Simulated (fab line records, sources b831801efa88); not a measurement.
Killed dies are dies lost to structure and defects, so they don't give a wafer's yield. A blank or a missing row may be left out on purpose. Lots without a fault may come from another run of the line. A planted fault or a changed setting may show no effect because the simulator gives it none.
Problem report in the 8D (eight disciplines) form, filled by code | flow sky130 | the parts of the form that need people (team, actions taken, sign-off) are left out

1. THE PROBLEM
strip_time_to_endpoint_s at SKY_LI_CONTACT_STRIP_16 reads a mean of 5.21 s on 6 wafers of 2 lots; wafers without a fault read 3.50 s with a standard deviation of 0.031. That is +55 standard deviations from the usual mean.
The step: strips in O2/N2.
First seen on wafer L229.1, day 30 14:17, on plasma_asher-03. The record holds 36 wafers of 12 lots with a number at this step. Rule for "out", or "out of limits": more than 4 standard deviations from the usual mean. The other wafers with a number count as sound.

2. WHAT IT IS AND WHAT IT IS NOT
question                    | is                                       | is not
which readings at this step | strip_time_to_endpoint_s, oes_product_au | drypump_motor_current_A
which lots                  | L229, L231                               | L228, L233, L239, L240, L241, L242, L245, L247, L248, L249
which wafers of those lots  | all that have a number                   | -
read on which tools         | plasma_asher-03                          | plasma_asher-01, plasma_asher-02
when                        | from day 30 14:17                        | up to then (3 sound wafers); but 27 sound wafers of L233, L239, L240, L241, L242, L245, L247, L248, L249 came after

3. SUSPECTS, AND WHAT RULES EACH OUT
Counting: a tool at a process step up to the reading stays a suspect if it ran every lot that is out and no sound lot after the first of them.
- rie_diel-01 at SKY_LI_CONTACT_ETCH_15 (etches PSG in C4F8/O2/Ar, stops on Si, target depth 600 nm): ruled out as a lasting fault. Sound lots L233, L239, L242, L245, L247 ran on it after its first lot that is out, L229 (day 30 14:11).
- plasma_asher-03 at SKY_LI_CONTACT_STRIP_16 (strips in O2/N2): ruled out as a lasting fault. Sound lots L240, L241, L249 ran on it after its first lot that is out, L229 (day 30 14:17).
Left after counting: nothing in the record.

4. THE CAUSE (what the simulator had put in)
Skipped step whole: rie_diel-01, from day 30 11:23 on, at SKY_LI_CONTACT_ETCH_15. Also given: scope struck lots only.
Counting ruled it out, wrongly: the rule takes a fault to strike every lot that its tool runs from its start on, and this one did not.

5. THE CHAIN OF EFFECTS, in route order
Each row: a reading whose mean over the struck wafers that have a number lies more than 3 standard deviations from the usual. Only readings for which the record gives a usual standard deviation are gone through. hours: the time from each lot's start at the first step in this table that gives one to its start at this step, as a median over the lots. sigmas: the change in usual standard deviations.
hours | step                    | reading                  | usual      | on struck wafers | change | sigmas
0     | SKY_LI_CONTACT_STRIP_16 | oes_product_au           | 0.376 a.u. | 0.446            | +0.070 | +14
0     | SKY_LI_CONTACT_STRIP_16 | strip_time_to_endpoint_s | 3.50 s     | 5.21             | +1.71  | +55
386   | SKY_PAD_OPEN_PROBE_99   | killed_at_contacts       | 23         | 426              | +403   | +86
386   | SKY_PAD_OPEN_PROBE_99   | killed_dies              | 86         | 492              | +406   | +46
386   | SKY_PAD_OPEN_PROBE_99   | killed_on_rim            | 17         | 96               | +79    | +21
The process steps in it:
- SKY_LI_CONTACT_STRIP_16: strips in O2/N2.
- SKY_PAD_OPEN_PROBE_99
Readings that are blank on the struck wafers while sound wafers have them: bias_w at SKY_LI_CONTACT_ETCH_15; chamber_pressure_mTorr at SKY_LI_CONTACT_ETCH_15; oes_product_au at SKY_LI_CONTACT_ETCH_15; rf_fwd_power_W at SKY_LI_CONTACT_ETCH_15.

6. WHAT WOULD HAVE CAUGHT IT SOONER
In this record the first reading out of limits was taken at day 30 14:17, 3 hours after the fault began at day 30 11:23.
At SKY_LI_CONTACT_ETCH_15 the tool's readings are blank on the struck wafers, where sound wafers have them: an empty tool record is the first sign, and it was there at once.
